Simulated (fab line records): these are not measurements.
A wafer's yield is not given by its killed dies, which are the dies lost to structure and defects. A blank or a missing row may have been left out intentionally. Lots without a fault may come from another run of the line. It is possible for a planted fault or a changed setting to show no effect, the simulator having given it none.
Problem report in the 8D (eight disciplines) form, filled by code    flow sky130    the parts of the form that need people (team, actions taken, sign-off) are left out

== 1. WHAT WENT WRONG ==
At SKY_VT_ADJUST_NCORE_CD_MEAS_07, cd nm averages 359.0 nm over 3 wafers from 2 lots, while fault-free wafers read 380.1 nm, standard deviation 2.8. Relative to the usual mean, that is a shift of -7.5 standard deviations.
The step: target cd 380 nm.
First observed at day 12 15:09: wafer L747.1, on cd sem-01. The record holds 39 wafers of 13 lots with a number at this step. By rule, "out" or "out of limits" means more than 4 standard deviations away from the usual mean. All remaining wafers that have a number are taken as sound.

== 2. WHAT THIS IS AND IS NOT ==
question                     is                      is not
which readings at this step  cd nm                   -
which lots                   L747, L748              L734, L735, L736, L738, L740, L742, L743, L744, L745, L746, L756
which wafers of those lots   L747.1, L747.4, L748.2  L747.3, L748.3, L748.6
read on which gauges         cd sem-01               cd sem-02
when                         from day 12 15:09       up to then (28 sound wafers); but 8 sound wafers of L746, L748, L756 came after

== 3. SUSPECTS, AND WHAT RULES EACH OUT ==
Counting: any tool at a process step up to the reading remains a suspect provided it ran every lot that is out. Sound lots after the first of them don't rule it out here, since some wafers of a struck lot are sound.
- the gauge at SKY_VT_ADJUST_NCORE_CD_MEAS_07: kept. All the wafers that are out were read on cd sem-01, and no step on other tools shows them out.
- iline stepper-01 at SKY_VT_ADJUST_NCORE_EXPOSE_04 (exposes mask LVTN COMPLEMENT THIN, target cd 380 nm): kept. It ran every lot that is out, first L747 (day 12 03:10); its last sound lot up to then is L745 (day 11 17:17).
After counting, iline stepper-01 at SKY_VT_ADJUST_NCORE_EXPOSE_04 and cd sem-01 at SKY_VT_ADJUST_NCORE_CD_MEAS_07 remain.

== 4. THE CAUSE (what the simulator had put in) ==
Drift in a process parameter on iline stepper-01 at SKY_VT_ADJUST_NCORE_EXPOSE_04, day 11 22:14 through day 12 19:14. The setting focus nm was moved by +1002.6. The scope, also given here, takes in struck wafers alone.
2 suspects survive the count, and this tool is in that group.

== 5. THE CHAIN OF EFFECTS, in route order ==
Each row: a reading where the mean over the struck wafers with a number is more than 3 standard deviations away from the usual. Readings are gone through only where the record gives a usual standard deviation; hours: the median, over the lots, of the time from a lot's start at the first step in this table giving one to that lot's start at this step; sigmas: the change measured in usual standard deviations.
hours  step                            reading  usual     on struck wafers  change  sigmas
0      SKY_VT_ADJUST_NCORE_CD_MEAS_07  cd nm    380.1 nm  359.0             -21.1   -7.5

== 6. WHAT WOULD HAVE CAUGHT IT SOONER ==
The first out-of-limits reading at a measuring or inspecting step in this record came at day 12 15:09, 17 hours after the fault's start at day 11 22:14.
The start of SKY_VT_ADJUST_NCORE_EXPOSE_04 on iline stepper-01 came by day 12 15:09 for every one of the lots that are out (2). Tool hold at that time: it would have spared none of them.
